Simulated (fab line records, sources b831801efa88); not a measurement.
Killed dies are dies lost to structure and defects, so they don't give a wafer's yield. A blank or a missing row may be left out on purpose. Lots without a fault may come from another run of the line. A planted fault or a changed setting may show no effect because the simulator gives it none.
A struck lot beside a sound one | flow sky130 | 32 steps out of a route of 708
Sound: wafers L197.1, L197.3, L197.6. Struck: wafers L216.2, L216.4, L216.6. The cause comes at the end.
At each step with rows: each side's tool, then ch and its chambers, then its first start. Under that, the readings that differ: sound wafers | struck wafers | difference of the means | sigmas: that difference in standard deviations of wafers without a fault.
alike: readings whose means differ by less than 2 such deviations, and words and numbers that are the same on both sides. not compared: withheld readings, readings that some wafer has no value for, bounds like >300 that may hide the same value, and numbers for which the record gives no deviation and whose values overlap.
The two part at a step that has a row with sigmas, a row that says differs or no value, or rows on one side only. Numbers that don't overlap but have no deviation are shown without sigmas and don't part them. A reading that every wafer of one side lacks parts them only if that side has two wafers or more.

first, 5 steps without rows for these wafers: SKY_METAL5_SOFTBAKE_10 (time 60 s); SKY_METAL5_EXPOSE_11 (exposes mask MM5, target cd 1600 nm); SKY_METAL5_PEB_12; SKY_METAL5_DEVELOP_13 (develop time 60 s); SKY_METAL5_DESCUM_14 (chemistry O2, time 11 s).
SKY_METAL5_METAL_ETCH_15: etches the open film in Cl2/BCl3, stops on SiO2, target depth 1260 nm, time 252 s.
  sound on rie_metal-04 ch 0,1, day 43 18:08; struck on rie_metal-02 ch 0,1, day 48 17:38
  alike: drypump_motor_current_A, oes_product_au, throttle_valve_pct
  not compared: rf_hours_counter_h
SKY_METAL5_STRIP_16: strips in O2/N2.
  sound on plasma_asher-02 ch 0,1, day 43 18:23; struck on plasma_asher-01 ch 0,1, day 48 17:52
  alike: drypump_motor_current_A, o2_flow_sccm, oes_product_au, strip_time_to_endpoint_s
  not compared: rf_hours_counter_h
then, 3 steps without rows for these wafers: SKY_METAL5_STRIP_17 (strips in post etch residue remover, time 1200 s); SKY_METAL5_CLEAN_18 (cleans in IPA, time 180 s); SKY_METAL5_CLEAN_19 (cleans in O3/DIW).
SKY_PASSIVATION_CVD_00: deposits SiO2, target thk 90 nm.
  sound on pecvd-03 ch 1,2, day 43 19:01; struck on pecvd-02 ch 0,1,2, day 48 18:28
  alike: heater_power_outer_w, heater_power_w
SKY_PASSIVATION_THK_MEAS_01:
  sound on film_metro-01, day 43 19:02; struck on film_metro-01, day 48 18:29
  alike: PASSIVATION_CVD_00_THK
SKY_PASSIVATION_CVD_02: deposits Si3N4, target thk 540 nm.
  sound on pecvd-01 ch 0,1,2, day 43 19:06; struck on pecvd-01 ch 0,1, day 48 18:32
  no value came back on the struck wafers for heater_power_outer_w (W), heater_power_w (W); on the sound wafers heater_power_outer_w (W) reads 348 538 575
then, 7 steps without rows for these wafers: SKY_PASSIVATION_DEHYDRATE_04 (time 60 s); SKY_PASSIVATION_HMDS_05 (prime time 60 s); SKY_PASSIVATION_COAT_06 (resist thk 3000 nm); SKY_PASSIVATION_SOFTBAKE_07; SKY_PASSIVATION_EXPOSE_08 (exposes mask NSM, target cd 3000 nm); SKY_PASSIVATION_PEB_09; SKY_PASSIVATION_DEVELOP_10 (develop time 60 s).
SKY_PASSIVATION_ETCH_11: etches the open film in CF4/O2, stops on AlCu, target depth 725 nm, time 161.1 s.
  sound on rie_diel-04 ch 0,3, day 44 16:59; struck on rie_diel-02 ch 2,3, day 49 11:44
  reading                                 | sound             | struck        | difference | sigmas
  model.etch.depth_nm (nm)                | 701.9 702.7 703.3 | 724.7 725 725 | +22.3      |
  model.PASSIVATION.feature_depth_nm (nm) | 701.9 702.7 703.3 | 724.7 725 725 | +22.3      |
  alike: drypump_motor_current_A, oes_product_au, throttle_valve_pct
  not compared: rf_hours_counter_h
SKY_PASSIVATION_STRIP_12: strips in O2/N2.
  sound on plasma_asher-01 ch 0,1, day 44 17:06; struck on plasma_asher-01 ch 0,1, day 49 11:50
  reading                      | sound             | struck            | difference | sigmas
  strip_time_to_endpoint_s (s) | 31.28 31.25 31.40 | 31.61 31.70 31.71 | +0.36      | +2
  alike: drypump_motor_current_A, o2_flow_sccm, oes_product_au
  not compared: rf_hours_counter_h
then, 7 steps without rows for these wafers: SKY_PAD_OPEN_DEHYDRATE_00 (time 60 s); SKY_PAD_OPEN_HMDS_01 (prime time 60 s); SKY_PAD_OPEN_COAT_02 (resist thk 3000 nm); SKY_PAD_OPEN_SOFTBAKE_03; SKY_PAD_OPEN_EXPOSE_04 (exposes mask PDM, target cd 60000 nm); SKY_PAD_OPEN_PEB_05; SKY_PAD_OPEN_DEVELOP_06 (develop time 61.05 s).
SKY_PAD_OPEN_ETCH_07: etches the open film in CF4/O2, stops on AlCu, target depth 725 nm, time 161.1 s.
  sound on rie_diel-02 ch 1,3, day 45 14:26; struck on rie_diel-01 ch 0,1,2, day 50 05:35
  reading                              | sound             | struck          | difference | sigmas
  model.PAD_OPEN.feature_depth_nm (nm) | 701.9 702.7 703.3 | 723.8 720.8 725 | +20.6      |
  model.etch.depth_nm (nm)             | 701.9 702.7 703.3 | 723.8 720.8 725 | +20.6      |
  alike: drypump_motor_current_A, oes_product_au, throttle_valve_pct
  not compared: rf_hours_counter_h
SKY_PAD_OPEN_STRIP_08: strips in O2/N2.
  sound on plasma_asher-01 ch 0,1, day 45 14:32; struck on plasma_asher-03 ch 0,1, day 50 05:41
  alike: drypump_motor_current_A, o2_flow_sccm, oes_product_au, strip_time_to_endpoint_s
  not compared: rf_hours_counter_h
then, 1 step without rows for these wafers: SKY_PAD_OPEN_PROBE_99.

WHERE THEY PART
First at SKY_PASSIVATION_CVD_02; last, within this record, at SKY_PASSIVATION_STRIP_12. Later steps at which nothing parts them and some readings are alike: SKY_PAD_OPEN_ETCH_07, SKY_PAD_OPEN_STRIP_08.

WHY: what the simulator had put in
Skipped step whole: pecvd-01, from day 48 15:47 on, at SKY_PASSIVATION_CVD_02. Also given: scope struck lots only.
